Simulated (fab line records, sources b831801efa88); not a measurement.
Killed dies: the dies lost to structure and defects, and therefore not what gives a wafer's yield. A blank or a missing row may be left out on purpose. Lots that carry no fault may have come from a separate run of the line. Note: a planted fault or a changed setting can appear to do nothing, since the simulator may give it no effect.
A lot that was struck, set against a sound lot -- flow sky130 -- 15 steps out of a route of 708
Sound: wafers L891.2, L891.5, L891.6. Wafers L879.1, L879.2, L879.4 were the ones struck. At the end, the cause is stated.
For every step that has rows: the tool of each side, followed by ch and its chambers, followed by its first start. Under that, the readings that differ: sound wafers -- struck wafers -- difference of the means -- sigmas: that difference in standard deviations of wafers without a fault.
alike: same words and numbers on both sides, and readings whose means sit less than 2 such deviations apart. not compared: any withheld reading, any reading some wafer has no value for, any bound like >300 that may hide the same value, and any number with overlapping values for which the record gives no deviation.
The two part at a step that has a row with sigmas, a row that says differs or no value, or rows on one side only. Numbers that don't overlap but have no deviation are shown without sigmas and don't part them. A reading that every wafer of one side lacks parts them only if that side has two wafers or more.

first, 6 steps without rows for these wafers: SKY_GATE_OXIDE_HMDS_04 (prime time 60 s); SKY_GATE_OXIDE_COAT_05 (resist thk 1140 nm); SKY_GATE_OXIDE_SOFTBAKE_06 (time 60 s); SKY_GATE_OXIDE_EXPOSE_07 (exposes mask LVOM, target cd 600 nm); SKY_GATE_OXIDE_PEB_08; SKY_GATE_OXIDE_DEVELOP_09 (develop time 60 s).
SKY_GATE_OXIDE_OVL_MEAS_10:
  sound on overlay-02, day 20 23:50; struck on overlay-02, day 17 02:05
  alike: GATE_OXIDE_OVL
then, 2 steps without rows for these wafers: SKY_GATE_OXIDE_IMPLANT_11; SKY_GATE_OXIDE_WET_ETCH_12 (etches SiO2 in dHF, target depth 16.8 nm, time 336 s).
SKY_GATE_OXIDE_STRIP_13: strips in O2/N2.
  sound on plasma-asher-03 ch 0,1, day 21 00:07; struck on plasma-asher-04 ch 0,1, day 17 02:23
  alike: drypump-motor-current-A, oes-product-au, strip-time-to-endpoint-s
  not compared: rf-hours-counter-h
SKY_GATE_OXIDE_TW_MEAS_14:
  sound on film-metro-03, day 21 00:13; struck on film-metro-04, day 17 02:29
  alike: GATE_OXIDE_TW
then, 1 step without rows for these wafers: SKY_GATE_OXIDE_CLEAN_15 (cleans in SC1/SC2, time 150 s).
SKY_GATE_OXIDE_OXIDATION_16: stabilise 600 s, purge 300 s, target thk 3.57 nm.
  sound on furnace-02 ch 0, day 21 00:19; struck on furnace-01 ch 0, day 17 05:19
  alike: tube_center_temp_C_max
then, 1 step without rows for these wafers: SKY_POLY_GATE_CVD_00 (deposits poly-Si, target thk 180 nm, time 720 s).
-- the record jumps here: 31 days lie between the struck wafers' starts before and after (it left off in module POLY_GATE and takes up again in module PAD_OPEN, whose first step shown is number 708 of the route) --
SKY_PAD_OPEN_PROBE_99:
  sound on prober-02, day 51 13:13; struck on prober-01, day 48 12:57
reading,sound,struck,difference,sigmas
model.etest.pfet_01v8.r-on-ohm-um,2857 2947 2845,3780 3831 3861,+941,
model.etest.nfet_16v.r-on-ohm-um,1.404e+04 1.415e+04 1.404e+04,1.505e+04 1.518e+04 1.51e+04,+1.033e+03,
model.etest.pfet_16v.r-on-ohm-um,1.523e+04 1.551e+04 1.513e+04,1.568e+04 1.558e+04 1.589e+04,+4.267e+02,
model.etest.tip-sonos.rs-ohm-sq,2700 2718 2708,3253 3266 3196,+530,
model.etest.nfet_01v8.r-on-ohm-um,849.3 849.9 822.2,1284 1266 1280,+436,
model.etest.pfet-g5v0d10v5.r-on-ohm-um,4761 4811 4747,5054 5133 5128,+332,
model.etest.tip-p.rs-ohm-sq,6845 6832 6840,7336 7276 7221,+439,
model.etest.nfet_01v8_lvt.drive-ua-um,576.7 567.4 582.3,342.3 346.4 340.5,-232.4,
  alike: killed_at_M0_to_M3, killed_at_M4_up, killed-at-contacts, killed-at-front-end, killed-at-other, killed-dies, killed-open, killed-short

WHERE THEY PART
Nowhere in this record.

WHY: whatever the simulator had introduced
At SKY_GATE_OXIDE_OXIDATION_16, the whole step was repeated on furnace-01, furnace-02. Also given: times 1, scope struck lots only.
